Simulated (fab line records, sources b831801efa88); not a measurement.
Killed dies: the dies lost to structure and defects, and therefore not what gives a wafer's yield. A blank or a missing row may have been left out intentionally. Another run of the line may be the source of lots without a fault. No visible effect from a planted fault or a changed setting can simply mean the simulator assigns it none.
fab line records | flow sky130
record lots=14 wafers=42 lastDay=50
route steps=708 shown FIELD_ISO@14 DNWELL@44 NWELL@62
lots that met no fault: from a run of the same line without faults
startH: the number of hours between the record's first day and the start of the first shown wafer of the lot | waitH: hours since the lot's step before | " as in the row above | L1.1+2: a row that stands for several wafers | - no value, or no start given | * or withheld: withheld | < > ~ a bound
route shown NAME@n: names a module that has steps shown in the file, with the first one's number in the route | usual: average and standard deviation across the fault-free wafers | same: alike in all rows | chamber/n: place in a boat | sites: readings site by site | _std_site: their standard deviation | _edge_site: inner sites' mean taken away from outer sites' mean | radiusMm: for every site, how far away it sits from the centre of the wafer | mask NAME#n: copy n | behind: tool/chamber where the wafer was last shaped | hold: why the lot went on hold/how many hours it stayed there/how the hold came to an end | device: the transistor (n, p or np) that didn't switch | end of line: the route-end tests of the same wafers | step lacking rows: just its recipe | killed: dies that structure and defects cost at the first sort, which is not the same as the wafer's yield | map: a wafer's dies, marking killed ones x, the rest . and places with no die _
set.NAME: the setting that was run; set.NAME@STEP: the one run at that earlier step | model.NAME: the simulator's own value behind a step, which no gauge read
the route's steps for a sample of lots (tables are steps, rows are wafers)
## steps
# step SKY_FIELD_ISO_CD_MEAS_13
# recipe targetCdNm=150
# usual cdNm=150.4/1.5
# columns lot.wafer tool chamber startH waitH cdNm
L450.2 cdSem-01 - 28.97 - 151.7
L450.3 " - " " 150.7
L450.5 " - " " 151.2
L451.2 cdSem-01 - 34.47 - 150.8
L451.3 " - " " 152.6
L451.6 " - " " 151.8
L452.2 cdSem-01 - 41.17 - 149.2
L452.3 " - " " 149.1
L452.5 " - " " 150.4
L453.1 cdSem-01 - 44.90 - 151.1
L453.2 " - " " 148.7
L453.5 " - " " 150.2
L458.1 cdSem-02 - 73.75 - 152.3
L458.2 " - " " 152.9
L458.5 " - " " 151.9
L460.2 cdSem-01 - 81.67 - 148.6
L460.4 " - " " 149.4
L460.5 " - " " 150.5
L465.3 cdSem-01 - 106.33 - 149.5
L465.5 " - " " 150.2
L465.6 " - " " 150.6
L466.1 cdSem-01 - 114.90 - 149.6
L466.2 " - " " 150.1
L466.6 " - " " 148.9
L468.1 cdSem-02 - 123.19 - 146.8
L468.5 " - " " 146.3
L468.6 " - " " 147.1
L469.1 cdSem-01 - 128.90 - 152.5
L469.4 " - " " 150.5
L469.6 " - " " 152.9
L470.1 cdSem-02 - 133.14 - 148.6
L470.2 " - " " 148.9
L470.6 " - " " 150.7
L471.1 cdSem-02 - 137.94 - 148.4
L471.3 " - " " 148.9
L471.6 " - " " 147.6
L472.1 cdSem-02 - 142.80 - 152.3
L472.2 " - " " 151.3
L472.5 " - " " 151.3
L473.3 cdSem-02 - 148.93 - 151.1
L473.5 " - " " 149.9
L473.6 " - " " 152.6
# step SKY_FIELD_ISO_THK_MEAS_25
# recipe reads=SiO2_of_FIELD_ISO_CVD_24
# usual FIELD_ISO_CVD_24_THK=592/4.7
# columns lot.wafer tool chamber startH waitH FIELD_ISO_CVD_24_THK[nm]
L450.2 filmMetro-02 - 35.62 0.0 592
L450.3 " - " " 595
L450.5 " - " " 586
L451.2 filmMetro-02 - 42.41 0.0 593
L451.3 " - " " 595
L451.6 " - " " 602
L452.2 filmMetro-02 - 48.53 0.0 597
L452.3 " - " " 594
L452.5 " - " " 597
L453.1 filmMetro-04 - 48.56 0.1 593
L453.2 " - " " 589
L453.5 " - " " 597
L458.1 filmMetro-04 - 75.89 0.0 602
L458.2 " - " " 601
L458.5 " - " " 596
L460.2 filmMetro-02 - 85.84 0.0 587
L460.4 " - " " 597
L460.5 " - " " 592
L465.3 filmMetro-04 - 108.85 0.1 596
L465.5 " - " " 590
L465.6 " - " " 588
L466.1 filmMetro-02 - 116.87 0.0 598
L466.2 " - " " 593
L466.6 " - " " 592
L468.1 filmMetro-02 - 126.41 0.0 592
L468.5 " - " " 587
L468.6 " - " " 599
L469.1 filmMetro-01 - 131.77 0.0 586
L469.4 " - " " 595
L469.6 " - " " 585
L470.1 filmMetro-02 - 135.69 0.0 592
L470.2 " - " " 590
L470.6 " - " " 597
L471.1 filmMetro-04 - 139.92 0.0 580
L471.3 " - " " 589
L471.6 " - " " 587
L472.1 filmMetro-04 - 145.30 0.0 594
L472.2 " - " " 588
L472.5 " - " " 592
L473.3 filmMetro-04 - 150.88 0.1 599
L473.5 " - " " 594
L473.6 " - " " 595
# step SKY_DNWELL_TW_MEAS_09
# usual DNWELL_TW=1104/13
# columns lot.wafer tool chamber startH waitH DNWELL_TW
L450.2 filmMetro-04 - 61.91 0.1 1124
L450.3 " - " " 1125
L450.5 " - " " 1126
L453.1 filmMetro-04 - 71.90 0.1 1127
L453.2 " - " " 1122
L453.5 " - " " 1124
L452.2 filmMetro-03 - 72.21 0.1 1087
L452.3 " - " " 1096
L452.5 " - " " 1099
L451.2 filmMetro-02 - 72.86 0.1 1100
L451.3 " - " " 1096
L451.6 " - " " 1102
L458.1 filmMetro-04 - 98.75 0.1 1127
L458.2 " - " " 1129
L458.5 " - " " 1126
L460.2 filmMetro-03 - 111.21 0.1 1109
L460.4 " - " " 1113
L460.5 " - " " 1116
L465.3 filmMetro-02 - 132.02 0.1 1096
L465.5 " - " " 1093
L465.6 " - " " 1100
L466.1 filmMetro-02 - 144.50 0.1 1088
L466.2 " - " " 1088
L466.6 " - " " 1084
L468.1 filmMetro-03 - 153.35 0.1 1100
L468.5 " - " " 1098
L468.6 " - " " 1107
L469.1 filmMetro-02 - 156.89 0.1 1087
L469.4 " - " " 1089
L469.6 " - " " 1093
L470.1 filmMetro-03 - 160.35 0.1 1098
L470.2 " - " " 1097
L470.6 " - " " 1102
L471.1 filmMetro-02 - 166.54 0.1 1089
L471.3 " - " " 1092
L471.6 " - " " 1085
L472.1 filmMetro-02 - 173.55 0.1 1090
L472.2 " - " " 1096
L472.5 " - " " 1093
L473.3 filmMetro-04 - 177.36 0.1 1123
L473.5 " - " " 1128
L473.6 " - " " 1131
# step SKY_NWELL_DEVELOP_09
# recipe wallAngleDeg=90 developer=TMAH developTimeS=60 devTempC=23
# usual chillPlateTempC=23.01/0.1 developTimeS=60/0
# columns lot.wafer tool chamber startH waitH chillPlateTempC developTimeS
L450.2 lithoTrack-02 0 95 - 23.01 60
L450.3 " 0 " " 22.93 60
L450.5 " 0 " " 22.90 60
L453.1 lithoTrack-01 0 105 - 23.02 60
L453.2 " 0 " " 23.10 60
L453.5 " 0 " " 22.99 60
L452.2 lithoTrack-04 0 106 - 22.82 60
L452.3 " 0 " " 22.87 60
L452.5 " 0 " " 22.81 60
L451.2 lithoTrack-01 0 106 - 23.01 60
L451.3 " 0 " " 22.79 60
L451.6 " 0 " " 23.06 60
L458.1 lithoTrack-04 0 134 - 23.07 60
L458.2 " 0 " " 23.23 60
L458.5 " 0 " " 23.06 60
L460.2 lithoTrack-01 0 148 - 22.94 60
L460.4 " 0 " " 22.89 60
L460.5 " 0 " " 23.04 60
L465.3 lithoTrack-04 - 170 - - -
L465.5 " - " " - -
L465.6 " - " " - -
L466.1 lithoTrack-02 - 183 - - -
L466.2 " - " " - -
L466.6 " - 184 - - -
L468.1 lithoTrack-02 0 193 - 23.06 60
L468.5 " 0 " " 22.93 60
L468.6 " 0 " " 22.94 60
L469.1 lithoTrack-02 0 198 - 22.94 60
L469.4 " 0 " " 22.95 60
L469.6 " 0 " " 22.96 60
L470.1 lithoTrack-04 0 201 - 23.06 60
L470.2 " 0 " " 23.06 60
L470.6 " 0 " " 23.04 60
L471.1 lithoTrack-01 0 207 - 23.05 60
L471.3 " 0 " " 23.33 60
L471.6 " 0 " " 23.03 60
L472.1 lithoTrack-04 0 213 - 22.97 60
L472.2 " 0 " " 23.10 60
L472.5 " 0 " " 23.06 60
L473.3 lithoTrack-01 0 218 - 23.03 60
L473.5 " 0 " " 22.97 60
L473.6 " 0 " " 22.91 60
## key
firstSign step=SKY_NWELL_DEVELOP_09 reading=toolRecord direction=missing
effect none on later readings
metAt SKY_NWELL_DEVELOP_09
struckLots L465,L466
rowsEnd L465.3,L465.5,L465.6,L466.1,L466.2,L466.6
notActingAt SKY_FIELD_ISO_CD_MEAS_13,SKY_FIELD_ISO_THK_MEAS_25,SKY_DNWELL_TW_MEAS_09
onsetBetween 134 170
fault kind=skippedStepWhole tool=lithoTrack-02,lithoTrack-04 chamber=- onsetH=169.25 steps=SKY_NWELL_DEVELOP_09 scope=struckLotsOnly
# rowsEnd: these wafers met a further fault down the route, and their rows from its step on are left out
